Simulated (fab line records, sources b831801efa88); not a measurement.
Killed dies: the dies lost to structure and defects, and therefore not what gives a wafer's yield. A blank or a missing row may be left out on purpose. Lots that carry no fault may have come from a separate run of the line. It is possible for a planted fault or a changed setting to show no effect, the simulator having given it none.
Matching of chambers -- flow sky130 -- pecvd-03 running SKY_PASSIVATION_CVD_02: 3 sister chambers
The step deposits Si3N4, target thk 540 nm. 3 wafers are shown with their chamber, then 7 later ones without.

EACH WAFER AND ITS CHAMBER
wafer,chamber,heaterPowerW (W)
L557.6,1,689
L567.1,0,701
L567.2,2,744

WAFERS WHOSE CHAMBER IS MISSING
wafer,heaterPowerW (W)
L567.6,603
L569.4,809
L569.5,689
L569.6,852
L570.1,624
L570.3,773
L570.4,802

WHICH CHAMBER EACH WENT THROUGH
wafer,from the rows above,in truth
L567.6,can't be placed: 1 or 0 or 2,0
L569.4,can't be placed: 2 or 0 or 1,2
L569.5,can't be placed: 1 or 0 or 2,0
L569.6,can't be placed: 2 or 0 or 1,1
L570.1,can't be placed: 1 or 0 or 2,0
L570.3,can't be placed: 2 or 0 or 1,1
L570.4,can't be placed: 2 or 0 or 1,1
0 of 7 placed correctly. From these rows, 7 cannot be placed; in 7 the true chamber is one of the candidates. Number placed wrongly: 0.
How it was worked out, from the rows above alone: a wafer's distance from a chamber is the root of the sum, over the readings, of the square of ((its reading less the chamber's mean) divided by the reading's scatter). The wafer belongs to the nearest chamber; if the next one is less than 2 further off, it can't be placed. A chamber's mean is the mean of its shown wafers. The scatter (one wafer shown for each chamber): square how far every hidden wafer sits from the nearest shown wafer, average those squares and take the square root.
